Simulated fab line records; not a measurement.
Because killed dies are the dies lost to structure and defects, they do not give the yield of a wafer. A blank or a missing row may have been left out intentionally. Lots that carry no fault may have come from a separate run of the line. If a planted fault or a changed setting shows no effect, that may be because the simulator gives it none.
fab line records	flow sky130
record: lots: 12	wafers: 36	last-day: 50
route steps=708 shown DNWELL@37 CONTACT@406 METAL1@434 PAD_OPEN@708
lots that met no fault: from a run of the same line without faults
start-h: the number of hours between the record's first day and the start of the first shown wafer of the lot	wait-h: time in hours since the lot's previous step	" repeats the value in the row above	L1.1+2: a row that stands for several wafers	- no value present, or no start provided	* or withheld: withheld	< > ~ a bound
route shown NAME@n: NAME is a module with steps in the file, n the number in the route of the first one	usual: mean/standard deviation of fault-free wafers	same: alike in all rows	chamber/n: place in a boat	sites: readings site by site	_std_site: the standard deviation of these	_edge_site: the outer-site mean with the inner-site mean subtracted	radius-mm: for every site, how far away it sits from the centre of the wafer	mask NAME#n: copy n	behind: tool/chamber where the wafer was last shaped	hold: cause of the lot's hold/its duration in hours/its outcome	device: which transistor (n, p or np) failed to switch	end of line: at the end of the route, the tests of the same wafers	a step without rows: its recipe alone	killed: dies that structure and defects cost at the first sort, which is not the same as the wafer's yield	map: a wafer's dies, x killed, . not, _ none there
set.NAME: the run value of the setting; set.NAME@STEP: its run value at that earlier step	model.NAME: the simulator's own value behind a step, which no gauge read
steps of the route over a sample of lots; a table a step, a row a wafer
services: when a tool's chamber went out of use (start-h, in hours from the record's first day, below 0 if earlier), for how many hours, and the reason
== steps ==
step: SKY_DNWELL_COAT_02
recipe: spin-rpm: 2000	resist-thk-nm: 3000
usual: spin-speed-rpm: 2000.2/1.3
lot.wafer	tool	chamber	start-h	wait-h	spin-speed-rpm
L958.1	litho-track-02	0	61.07	0.1	2000.7
L958.3	"	0	"	"	2000.3
L958.4	"	0	"	"	1997.7
L960.4	litho-track-02	0	61.79	0.1	1998.9
L960.5	"	0	"	"	2001.2
L960.6	"	0	"	"	2001.5
L964.1	litho-track-02	0	83.37	0.1	1998.6
L964.2	"	0	"	"	1999.5
L964.4	"	0	"	"	1998.8
L965.1	litho-track-02	0	88.82	0.1	1996.5
L965.4	"	0	"	"	1997.3
L965.6	"	0	"	"	2000.9
L973.1	litho-track-02	0	135.32	0.1	1998.8
L973.2	"	0	"	"	1999.8
L973.5	"	0	"	"	2002.3
L974.1	litho-track-02	0	139.37	0.1	2002.5
L974.4	"	0	"	"	2001.0
L974.5	"	0	"	"	2000.3
L975.1	litho-track-03	0	139.37	0.1	2001.7
L975.2	"	0	"	"	2002.0
L975.5	"	0	"	"	2002.5
L976.1	litho-track-01	0	144.92	0.1	2002.4
L976.2	"	0	"	"	2000.8
L976.6	"	0	"	"	2000.1
L977.4	litho-track-01	0	152.40	0.1	1999.8
L977.5	"	0	"	"	2000.3
L977.6	"	0	"	"	2001.7
L978.1	litho-track-03	0	158.12	0.1	2000.8
L978.4	"	0	"	"	1999.5
L978.6	"	0	"	"	2001.6
L979.1	litho-track-03	0	166.17	0.1	2001.1
L979.3	"	0	"	"	2001.8
L979.6	"	0	"	"	2001.4
L980.2	litho-track-01	0	172.10	0.1	2000.1
L980.4	"	0	"	"	2000.4
L980.6	"	0	"	"	2001.3
step: SKY_DNWELL_STRIP_08
recipe: chemistry: O2/N2	power-w: 1400	pressure-mtorr: 1500	platen-temp-c: withheld	o2-flow-sccm: 3000	n2-flow-sccm: 300	overash-fraction: 0.5
usual: drypump-motor-current-A: 5.74/0.27	oes-product-au: 0.722/0.0051	strip-time-to-endpoint-s: 36.92/0.11
lot.wafer	tool	chamber	start-h	wait-h	drypump-motor-current-A	oes-product-au	rf-hours-counter-h	strip-time-to-endpoint-s
L958.1	plasma-asher-01	0	69.42	0.1	5.96	0.727	37	37.08
L958.3	"	0	"	"	5.93	0.729	-	36.98
L958.4	"	1	"	"	6.27	0.720	-	37.01
L960.4	plasma-asher-03	0	69.81	0.1	5.64	0.728	-	36.88
L960.5	"	1	"	"	5.40	0.726	-	36.89
L960.6	"	0	"	"	5.64	0.714	-	36.74
L964.1	plasma-asher-02	1	92.07	0.1	5.80	0.726	43	36.98
L964.2	"	0	"	"	5.62	0.721	43	36.93
L964.4	"	0	"	"	5.61	0.733	-	37.01
L965.1	plasma-asher-01	0	97.57	0.1	5.98	0.719	40	37.00
L965.4	"	1	"	"	6.29	0.730	-	37.06
L965.6	"	1	"	"	6.30	0.720	-	37.07
L973.1	plasma-asher-01	0	144.82	0.1	5.99	0.719	3	26.08
L973.2	"	1	"	"	6.29	0.716	3	26.03
L973.5	"	0	"	"	5.98	0.721	-	26.02
L974.1	plasma-asher-02	1	149.02	0.1	5.77	0.718	49	26.16
L974.4	"	0	"	"	5.61	0.715	-	26.11
L974.5	"	0	"	"	5.61	0.714	-	26.16
L975.1	plasma-asher-01	0	149.47	0.1	6.00	0.725	4	36.98
L975.2	"	1	"	"	6.30	0.722	4	36.95
L975.5	"	0	"	"	5.99	0.721	-	36.96
L976.1	plasma-asher-02	0	155.52	0.1	5.62	0.718	49	36.84
L976.2	"	1	"	"	5.74	0.721	49	36.81
L976.6	"	0	"	"	5.62	0.721	-	36.74
L977.4	plasma-asher-01	1	162.60	0.1	6.29	0.723	-	36.92
L977.5	"	0	"	"	5.96	0.722	-	36.86
L977.6	"	1	"	"	6.27	0.717	-	36.84
L978.1	plasma-asher-01	1	168.97	0.1	6.29	0.721	5	36.87
L978.4	"	1	"	"	6.30	0.723	-	36.89
L978.6	"	0	"	"	5.94	0.730	-	37.10
L979.1	plasma-asher-02	0	177.22	0.1	5.64	0.729	51	37.13
L979.3	"	1	"	"	5.78	0.714	-	37.04
L979.6	"	1	"	"	5.78	0.729	-	37.12
L980.2	plasma-asher-02	1	183.37	0.1	5.80	0.723	52	36.96
L980.4	"	1	"	"	5.79	0.713	-	36.85
L980.6	"	0	"	"	5.61	0.726	-	36.94
step: SKY_CONTACT_CVD_00
recipe: material: Si3N4	target-thk-nm: 75	temp-c: 400	time-s: withheld	rf-w: 450
usual: heater-power-w: 652/76
lot.wafer	tool	chamber	start-h	wait-h	heater-power-w
L958.1	pecvd-03	1	733.23	0.0	731
L958.3	"	0	"	"	709
L958.4	"	2	"	"	624
L960.4	pecvd-04	0	734.38	0.0	716
L960.5	"	2	"	"	606
L960.6	"	1	"	"	665
L964.1	pecvd-03	0	783.73	0.0	624
L964.2	"	2	"	"	608
L964.4	"	2	"	"	622
L965.1	pecvd-01	0	784.22	0.0	705
L965.4	"	1	"	"	528
L965.6	"	0	"	"	725
L973.1	pecvd-03	2	836.53	0.0	551
L973.2	"	0	"	"	751
L973.5	"	0	"	"	760
L974.1	pecvd-04	1	842.13	0.0	763
L974.4	"	1	"	"	746
L974.5	"	2	"	"	604
L975.1	pecvd-01	1	846.08	0.0	493
L975.2	"	2	"	"	624
L975.5	"	2	"	"	633
L976.1	pecvd-04	1	862.34	0.0	789
L976.2	"	2	"	"	569
L976.6	"	0	"	"	715
L977.4	pecvd-04	1	862.94	0.0	784
L977.5	"	2	"	"	548
L977.6	"	0	"	"	662
L978.1	pecvd-03	2	873.97	0.0	545
L978.4	"	2	"	"	547
L978.6	"	0	"	"	757
L979.1	pecvd-03	1	878.73	0.0	671
L979.3	"	1	"	"	657
L979.6	"	1	"	"	707
L980.2	pecvd-04	0	884.06	0.0	762
L980.4	"	2	"	"	627
L980.6	"	1	"	"	746
step: SKY_CONTACT_SPUTTER_23
recipe: material: TiN	target-thk-nm: 20	chamber-pressure-pa: 5	power-w: 4000	time-s: 80
usual: throttle-valve-pct: 30.1/0.9
lot.wafer	tool	chamber	start-h	wait-h	throttle-valve-pct
L958.1	pvd-sputter-01	-	761.15	0.0	29.0
L958.3	"	-	"	"	31.4
L958.4	"	-	"	"	31.3
L960.4	pvd-sputter-02	-	763.24	0.0	29.1
L960.5	"	-	"	"	29.4
L960.6	"	-	"	"	29.8
L964.1	pvd-sputter-03	-	811.66	0.0	29.1
L964.2	"	-	"	"	30.5
L964.4	"	-	"	"	30.3
L965.1	pvd-sputter-02	-	812.60	0.0	29.2
L965.4	"	-	"	"	31.1
L965.6	"	-	"	"	29.5
L973.1	pvd-sputter-03	-	864.18	0.0	30.9
L973.2	"	-	"	"	29.6
L973.5	"	-	"	"	30.7
L974.1	pvd-sputter-02	-	869.05	0.0	29.1
L974.4	"	-	"	"	28.6
L974.5	"	-	"	"	29.6
L975.1	pvd-sputter-01	-	872.66	0.0	29.6
L975.2	"	-	"	"	29.0
L975.5	"	-	"	"	29.3
L976.1	pvd-sputter-03	-	889.22	0.0	30.5
L976.2	"	-	"	"	29.4
L976.6	"	-	"	"	30.7
L977.4	pvd-sputter-01	-	889.70	0.0	31.6
L977.5	"	-	"	"	29.3
L977.6	"	-	"	"	31.5
L978.1	pvd-sputter-01	-	901.09	0.0	29.6
L978.4	"	-	"	"	31.3
L978.6	"	-	"	"	29.4
L979.1	pvd-sputter-03	-	905.83	0.0	29.9
L979.3	"	-	"	"	29.4
L979.6	"	-	"	"	29.3
L980.2	pvd-sputter-01	-	911.24	0.0	31.4
L980.4	"	-	"	"	29.5
L980.6	"	-	"	"	29.4
step: SKY_METAL1_SPUTTER_00
recipe: material: Ti	target-thk-nm: 15	power-w: 3000	time-s: 10	chamber-pressure-pa: 0.4
usual: throttle-valve-pct: 30.4/0.86
lot.wafer	tool	chamber	start-h	wait-h	throttle-valve-pct
L958.1	pvd-sputter-04	-	761.81	0.1	28.7
L958.3	"	-	"	"	31.1
L958.4	"	-	"	"	29.8
L960.4	pvd-sputter-01	-	763.89	0.1	29.5
L960.5	"	-	"	"	29.3
L960.6	"	-	"	"	31.6
L964.1	pvd-sputter-04	-	812.60	0.2	31.1
L964.2	"	-	"	"	28.9
L964.4	"	-	"	"	31.5
L965.1	pvd-sputter-01	-	813.25	0.1	31.4
L965.4	"	-	"	"	29.7
L965.6	"	-	"	"	29.3
L973.1	pvd-sputter-04	-	864.83	0.2	30.0
L973.2	"	-	"	"	31.4
L973.5	"	-	"	"	28.9
L974.1	pvd-sputter-01	-	869.70	0.2	29.8
L974.4	"	-	"	"	31.3
L974.5	"	-	"	"	31.7
L975.1	pvd-sputter-03	-	873.31	0.1	30.5
L975.2	"	-	"	"	29.5
L975.5	"	-	"	"	30.7
L976.1	pvd-sputter-03	-	889.87	0.1	30.7
L976.2	"	-	"	"	29.3
L976.6	"	-	"	"	31.0
L977.4	pvd-sputter-01	-	890.35	0.2	29.7
L977.5	"	-	"	"	31.3
L977.6	"	-	"	"	29.5
L978.1	pvd-sputter-04	-	901.75	0.2	31.2
L978.4	"	-	"	"	30.3
L978.6	"	-	"	"	31.5
L979.1	pvd-sputter-04	-	906.48	0.1	30.1
L979.3	"	-	"	"	31.4
L979.6	"	-	"	"	31.0
L980.2	pvd-sputter-01	-	911.97	0.1	29.4
L980.4	"	-	"	"	31.3
L980.6	"	-	"	"	29.1
step: SKY_PAD_OPEN_PROBE_99
usual: killed_at_M0_to_M3: 43/7.5	killed_at_M4_up: 3.0/1.6	killed-at-contacts: 23/5.8	killed-at-front-end: 14/4.8	killed-at-other: 0.3/0.52	killed-dies: 84/9.1	killed-on-rim: 16/3.4	killed-open: 47/7.2	killed-short: 37/5.8
same: gross-dies: 492	killed-at-back-side: 0
lot.wafer	tool	chamber	start-h	wait-h	killed_at_M0_to_M3	killed_at_M4_up	killed-at-contacts	killed-at-front-end	killed-at-other	killed-dies	killed-on-rim	killed-open	killed-short
L960.4	prober-02	-	1097.12	0.2	53	5	18	11	0	87	19	48	39
L960.5	prober-02	-	1097.17	0.2	48	3	27	12	0	90	20	57	33
L960.6	prober-02	-	1097.22	0.2	58	4	21	12	0	95	17	52	43
L964.1	prober-02	-	1136.12	0.1	40	6	20	16	1	83	12	49	34
L964.2	prober-02	-	1136.17	0.1	36	2	18	18	0	74	11	41	33
L964.4	prober-02	-	1136.27	0.2	28	3	22	12	0	65	13	39	26
L965.1	prober-02	-	1137.51	0.1	34	5	18	20	0	77	22	41	36
L965.4	prober-02	-	1137.66	0.2	43	4	26	12	0	85	16	45	40
L965.6	prober-02	-	1137.76	0.2	61	6	28	16	0	111	22	55	56
L973.1	prober-02	-	1171.58	0.1	46	2	24	6	0	78	17	49	29
L973.2	prober-02	-	1171.63	0.1	42	2	21	22	0	87	13	45	42
L973.5	prober-02	-	1171.78	0.2	47	5	13	23	1	89	13	47	42
L975.1	prober-02	-	1177.39	0.1	37	4	21	15	1	78	21	49	29
L975.2	prober-02	-	1177.44	0.1	42	1	24	10	1	78	16	50	28
L975.5	prober-02	-	1177.59	0.2	43	2	21	14	2	82	11	44	38
L978.1	prober-01	-	1194.51	0.1	42	1	8	16	0	67	13	23	44
L978.4	prober-01	-	1194.66	0.2	50	2	19	12	1	84	11	48	36
L978.6	prober-01	-	1194.76	0.2	51	2	16	14	0	83	12	51	32
killed by level:class
L960.4 VIA1:geometric-particle:open=13 METAL1:geometric-particle:short=9 VIA2:geometric-particle:open=8 VIA3:geometric-particle:open=8 CONTACT:geometric-particle:open=8 METAL2:geometric-particle:short=5 VIA1:geometric-particle:short=4 METAL4:geometric-particle:short=4
L960.5 CONTACT:geometric-particle:open=13 VIA2:geometric-particle:open=11 VIA3:geometric-particle:open=8 VIA1:geometric-particle:open=8 LI_CONTACT:geometric-particle:open=7 METAL2:geometric-particle:short=5 METAL1:geometric-particle:short=4 METAL3:geometric-particle:short=4
L960.6 VIA1:geometric-particle:open=14 VIA3:geometric-particle:open=9 VIA1:geometric-particle:short=8 FIELD_ISO:geometric-particle:open=6 CONTACT:geometric-particle:open=6 VIA2:geometric-particle:short=6 VIA2:geometric-particle:open=6 LI_CONTACT:geometric-particle:open=5
L964.1 VIA1:geometric-particle:open=9 POLY_GATE:geometric-particle:open=7 LI_CONTACT:geometric-particle:open=7 CONTACT:geometric-particle:open=7 VIA3:geometric-particle:open=7 METAL2:geometric-particle:short=5 METAL1:geometric-particle:short=4 CONTACT:geometric-particle:short=4
L964.2 VIA1:geometric-particle:open=11 VIA2:geometric-particle:open=9 LI_CONTACT:geometric-particle:open=5 LOCAL_INTERCONNECT:geometric-particle:short=5 VIA3:geometric-particle:open=5 FIELD_ISO:geometric-particle:open=4 FIELD_ISO:geometric-particle:short=3 SPACER:geometric-particle:short=3
L964.4 LI_CONTACT:geometric-particle:open=9 VIA1:geometric-particle:open=8 CONTACT:geometric-particle:open=7 VIA3:geometric-particle:open=6 FIELD_ISO:geometric-particle:short=5 METAL2:geometric-particle:short=3 METAL1:geometric-particle:short=3 CONTACT:geometric-particle:short=3
L965.1 CONTACT:geometric-particle:open=9 VIA1:geometric-particle:open=8 FIELD_ISO:geometric-particle:short=6 METAL1:geometric-particle:short=6 VIA2:geometric-particle:open=6 FIELD_ISO:geometric-particle:open=5 LI_CONTACT:geometric-particle:open=4 METAL2:geometric-particle:short=4
L965.4 VIA1:geometric-particle:open=12 LI_CONTACT:geometric-particle:open=9 VIA2:geometric-particle:open=6 CONTACT:geometric-particle:short=5 VIA1:geometric-particle:short=5 VIA3:geometric-particle:open=5 LI_CONTACT:geometric-particle:short=4 LOCAL_INTERCONNECT:geometric-particle:short=4
L965.6 VIA1:geometric-particle:open=14 METAL1:geometric-particle:short=10 CONTACT:geometric-particle:open=10 VIA2:geometric-particle:open=10 POLY_GATE:geometric-particle:short=6 LOCAL_INTERCONNECT:geometric-particle:short=6 METAL2:geometric-particle:short=6 POLY_GATE:geometric-particle:open=4
L973.1 VIA1:geometric-particle:open=16 CONTACT:geometric-particle:open=10 VIA1:geometric-particle:short=7 METAL2:geometric-particle:short=7 LI_CONTACT:geometric-particle:open=6 VIA3:geometric-particle:open=5 VIA2:geometric-particle:open=4 LOCAL_INTERCONNECT:geometric-particle:short=3
L973.2 VIA2:geometric-particle:open=8 FIELD_ISO:geometric-particle:open=7 VIA1:geometric-particle:open=7 VIA3:geometric-particle:open=7 LI_CONTACT:geometric-particle:open=6 POLY_GATE:geometric-particle:short=5 METAL1:geometric-particle:short=5 VIA1:geometric-particle:short=5
L973.5 FIELD_ISO:geometric-particle:open=9 VIA1:geometric-particle:short=8 VIA1:geometric-particle:open=7 VIA2:geometric-particle:open=7 FIELD_ISO:geometric-particle:short=6 METAL1:geometric-particle:short=5 CONTACT:geometric-particle:open=5 VIA2:geometric-particle:short=5
L975.1 VIA1:geometric-particle:open=11 CONTACT:geometric-particle:open=7 LI_CONTACT:geometric-particle:open=6 VIA2:geometric-particle:open=6 FIELD_ISO:geometric-particle:open=5 VIA2:geometric-particle:short=5 POLY_GATE:geometric-particle:short=4 CONTACT:geometric-particle:short=4
L975.2 VIA1:geometric-particle:open=14 LI_CONTACT:geometric-particle:open=9 CONTACT:geometric-particle:open=9 METAL1:geometric-particle:short=7 VIA2:geometric-particle:open=5 FIELD_ISO:geometric-particle:open=3 CONTACT:geometric-particle:short=3 METAL2:geometric-particle:short=3
L975.5 VIA1:geometric-particle:open=12 METAL2:geometric-particle:short=8 LI_CONTACT:geometric-particle:open=7 VIA1:geometric-particle:short=6 VIA2:geometric-particle:open=6 LOCAL_INTERCONNECT:geometric-particle:short=5 CONTACT:geometric-particle:open=5 VIA3:geometric-particle:open=5
L978.1 VIA1:geometric-particle:open=8 METAL1:geometric-particle:short=7 METAL2:geometric-particle:short=7 POLY_GATE:geometric-particle:short=5 FIELD_ISO:geometric-particle:short=4 VIA1:geometric-particle:short=4 VIA2:geometric-particle:short=4 LI_CONTACT:geometric-particle:short=3
L978.4 VIA1:geometric-particle:open=11 VIA2:geometric-particle:open=9 VIA3:geometric-particle:open=9 CONTACT:geometric-particle:open=8 METAL1:geometric-particle:short=8 METAL2:geometric-particle:short=5 LI_CONTACT:geometric-particle:short=4 POLY_GATE:geometric-particle:short=3
L978.6 VIA1:geometric-particle:open=12 VIA2:geometric-particle:open=11 CONTACT:geometric-particle:open=9 VIA3:geometric-particle:open=7 METAL1:geometric-particle:short=6 FIELD_ISO:geometric-particle:open=5 METAL2:geometric-particle:short=4 FIELD_ISO:geometric-particle:short=3
== services ==
tool	chamber	start-h	hours	kind
pecvd-04	-	46.97	3.1	repair
plasma-asher-02	-	84.67	2.2	repair
plasma-asher-01	-	108.75	9.0	pm
pecvd-03	2	119.93	2.4	repair
pvd-sputter-03	-	127.23	7.3	repair
pvd-sputter-03	-	161.17	2.5	repair
pvd-sputter-03	-	178.49	2.3	repair
plasma-asher-01	-	212.78	2.8	pm
pvd-sputter-03	-	244.97	3.4	repair
plasma-asher-01	-	360.87	1.6	repair
pvd-sputter-01	-	417.23	6.9	repair
pvd-sputter-01	-	452.82	0.5	repair
pvd-sputter-01	-	457.93	8.9	repair
pvd-sputter-01	-	468.12	2.1	repair
plasma-asher-01	-	480.93	4.5	repair
plasma-asher-01	-	488.27	3.8	repair
plasma-asher-01	-	509.06	10.3	pm
plasma-asher-01	-	531.64	4.3	pm
pvd-sputter-01	-	536.94	1.7	repair
pvd-sputter-03	-	694.76	1.7	repair
pvd-sputter-01	-	739.91	3.9	repair
pvd-sputter-01	-	813.67	4.6	repair
plasma-asher-01	-	890.46	2.5	repair
pvd-sputter-03	-	899.98	5.2	repair
== key ==
first-sign: step: SKY_DNWELL_STRIP_08	reading: strip-time-to-endpoint-s	direction: down	sigmas: 99+	usual: *	struck: *
effect none on later readings
met-at SKY_DNWELL_COAT_02
struck-lots L973,L974
tester-left-out L973,L974
not-acting-at SKY_CONTACT_CVD_00,SKY_CONTACT_SPUTTER_23,SKY_METAL1_SPUTTER_00
onset-between 88.82 135.32
fault: kind: process-parameter-drift	tool: litho-track-02	chamber: -	onset-h: 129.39	steps: SKY_DNWELL_COAT_02	channel: resist-thk-nm	offset: -932.74	shape: step	end-h: 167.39	acts-in: these-recipes-only	stated: 3000
tester-left-out: of these lots the tester's yield and bins aren't shown, on N5 and GAA mostly nor the transistor test; their killed dies are dies lost to structure and defects alone, not to doping, threshold or leakage, so they don't give the yield
